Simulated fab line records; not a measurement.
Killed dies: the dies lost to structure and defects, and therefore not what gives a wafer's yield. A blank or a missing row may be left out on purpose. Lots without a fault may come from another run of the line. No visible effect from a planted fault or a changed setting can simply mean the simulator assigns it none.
Matching of chambers || flow sky130 || 4 sister chambers for SKY_VIA4_CMP_21 on cmp-01
The step polishes, stops on SiO2, t overpolish 25 s, target thk 0 nm. 14 wafers are shown with their chamber, then 7 later ones without.

## WAFERS WITH THEIR CHAMBER
{"wafer": "L151.1", "chamber": 3, "motor_current_A (A)": 10.8, "time_to_endpoint_s (s)": 131, "edge_zone_pressure_frac": 0.985}
{"wafer": "L151.2", "chamber": 2, "motor_current_A (A)": 12.8, "time_to_endpoint_s (s)": 127, "edge_zone_pressure_frac": 0.996}
{"wafer": "L151.6", "chamber": 3, "motor_current_A (A)": 10.7, "time_to_endpoint_s (s)": 133, "edge_zone_pressure_frac": 0.994}
{"wafer": "L152.1", "chamber": 0, "motor_current_A (A)": 9.9, "time_to_endpoint_s (s)": 129, "edge_zone_pressure_frac": 1.008}
{"wafer": "L152.2", "chamber": 3, "motor_current_A (A)": 11.0, "time_to_endpoint_s (s)": 134, "edge_zone_pressure_frac": 0.992}
{"wafer": "L152.6", "chamber": 0, "motor_current_A (A)": 9.6, "time_to_endpoint_s (s)": 129, "edge_zone_pressure_frac": 0.997}
{"wafer": "L153.1", "chamber": 0, "motor_current_A (A)": 10.2, "time_to_endpoint_s (s)": 129, "edge_zone_pressure_frac": 1.003}
{"wafer": "L153.3", "chamber": 1, "motor_current_A (A)": 11.2, "time_to_endpoint_s (s)": 124, "edge_zone_pressure_frac": 0.997}
{"wafer": "L153.5", "chamber": 2, "motor_current_A (A)": 12.6, "time_to_endpoint_s (s)": 126, "edge_zone_pressure_frac": 1.003}
{"wafer": "L155.1", "chamber": 3, "motor_current_A (A)": 11.5, "time_to_endpoint_s (s)": 126, "edge_zone_pressure_frac": 0.999}
{"wafer": "L155.3", "chamber": 0, "motor_current_A (A)": 9.5, "time_to_endpoint_s (s)": 121, "edge_zone_pressure_frac": 0.998}
{"wafer": "L155.5", "chamber": 2, "motor_current_A (A)": 13.0, "time_to_endpoint_s (s)": 120, "edge_zone_pressure_frac": 0.997}
{"wafer": "L168.2", "chamber": 1, "motor_current_A (A)": 11.4, "time_to_endpoint_s (s)": 125, "edge_zone_pressure_frac": 1.004}
{"wafer": "L168.3", "chamber": 2, "motor_current_A (A)": 13.3, "time_to_endpoint_s (s)": 128, "edge_zone_pressure_frac": 0.996}

SIGNATURES (means of the wafers above)
{"reading": "motor_current_A", "chamber 0": 9.800, "chamber 1": 11.300, "chamber 2": 12.925, "chamber 3": 11.000, "scatter within a chamber": 0.311}
{"reading": "time_to_endpoint_s", "chamber 0": 127.00, "chamber 1": 124.50, "chamber 2": 125.25, "chamber 3": 131.00, "scatter within a chamber": 3.54}
{"reading": "edge_zone_pressure_frac", "chamber 0": 1.00150, "chamber 1": 1.00050, "chamber 2": 0.99800, "chamber 3": 0.99250, "scatter within a chamber": 0.00486}
Rule: for a wafer and a chamber, the distance is found by dividing, reading by reading, the gap between the wafer's reading and the chamber's mean by the reading's scatter, squaring, summing and taking the root. If the next closest chamber is less than 2 further off than the closest, the wafer can't be placed; otherwise it belongs to the closest. The scatter: take each reading less its chamber's mean, square it, sum over the shown wafers, divide by the number of wafers less the number of chambers, and take the root.

## WAFERS WITHOUT THEIR CHAMBER
{"wafer": "L168.6", "motor_current_A (A)": 11.8, "time_to_endpoint_s (s)": 126, "edge_zone_pressure_frac": 1.010}
{"wafer": "L167.4", "motor_current_A (A)": 12.8, "time_to_endpoint_s (s)": 125, "edge_zone_pressure_frac": 0.998}
{"wafer": "L167.5", "motor_current_A (A)": 10.3, "time_to_endpoint_s (s)": 128, "edge_zone_pressure_frac": 0.994}
{"wafer": "L167.6", "motor_current_A (A)": 10.9, "time_to_endpoint_s (s)": 127, "edge_zone_pressure_frac": 0.996}
{"wafer": "L170.1", "motor_current_A (A)": 11.3, "time_to_endpoint_s (s)": 131, "edge_zone_pressure_frac": 0.999}
{"wafer": "L170.4", "motor_current_A (A)": 13.2, "time_to_endpoint_s (s)": 128, "edge_zone_pressure_frac": 0.998}
{"wafer": "L170.5", "motor_current_A (A)": 10.8, "time_to_endpoint_s (s)": 131, "edge_zone_pressure_frac": 0.997}

## EACH ONE'S CHAMBER
{"wafer": "L168.6", "from the rows above": "can't be placed: 1 or 2", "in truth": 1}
{"wafer": "L167.4", "from the rows above": 2, "in truth": 2}
{"wafer": "L167.5", "from the rows above": "can't be placed: 0 or 3 or 1", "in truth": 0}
{"wafer": "L167.6", "from the rows above": "can't be placed: 3 or 1", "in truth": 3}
{"wafer": "L170.1", "from the rows above": "can't be placed: 3 or 1", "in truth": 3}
{"wafer": "L170.4", "from the rows above": 2, "in truth": 2}
{"wafer": "L170.5", "from the rows above": "can't be placed: 3 or 1", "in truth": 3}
Correctly placed: 2 of 7. These rows do not allow placing 5 (true chamber among the candidates in 5). Placed wrongly: 0.
